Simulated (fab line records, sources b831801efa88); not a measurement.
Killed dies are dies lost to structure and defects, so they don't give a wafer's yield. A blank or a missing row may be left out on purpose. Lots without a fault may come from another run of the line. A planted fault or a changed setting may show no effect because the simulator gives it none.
Chamber matching | flow sfq_line | SFQ_TRILAYER_I1_DEP_PECVD_045 on pecvd-04: 3 sister chambers
The step deposits SiO2 from SiH4/N2O, time 111.11 s, target thk 500 nm. 6 wafers are shown with their chamber, then 7 later ones without.

WAFERS WITH THEIR CHAMBER
wafer  | chamber | throttle_valve_pct (%) | heater_power_w (W)
L135.6 | 2       | 23.1                   | 80
L145.2 | 0       | 22.8                   | 104
L145.3 | 2       | 23.4                   | 84
L145.5 | 1       | 24.5                   | 71
L147.2 | 1       | 24.8                   | 70
L147.3 | 0       | 23.4                   | 88

WAFERS WITHOUT THEIR CHAMBER
wafer  | throttle_valve_pct (%) | heater_power_w (W)
L147.5 | 23.8                   | 82
L148.2 | 23.9                   | 80
L148.5 | 23.9                   | 81
L148.6 | 24.9                   | 67
L155.2 | 25.1                   | 65
L155.4 | 23.7                   | 100
L155.6 | 23.8                   | 76

WHICH CHAMBER EACH WENT THROUGH
wafer  | from the rows above          | in truth
L147.5 | can't be placed: 2 or 0 or 1 | 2
L148.2 | can't be placed: 2 or 1 or 0 | 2
L148.5 | can't be placed: 2 or 1 or 0 | 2
L148.6 | 1                            | 1
L155.2 | 1                            | 1
L155.4 | can't be placed: 0 or 2      | 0
L155.6 | can't be placed: 2 or 1 or 0 | 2
Placed correctly: 2 of 7. Can't be placed from these rows: 5 (the true chamber is among the candidates in 5). Placed wrongly: 0.
How it was worked out, from the rows above alone: a wafer's distance from a chamber is the root of the sum, over the readings, of the square of ((its reading less the chamber's mean) divided by the reading's scatter). The wafer belongs to the nearest chamber; if the next one is less than 2 further off, it can't be placed. A chamber's mean is the mean of its shown wafers. The scatter: the root of (the sum of the squares of (reading less its chamber's mean) over the shown wafers, divided by (wafers less chambers)).
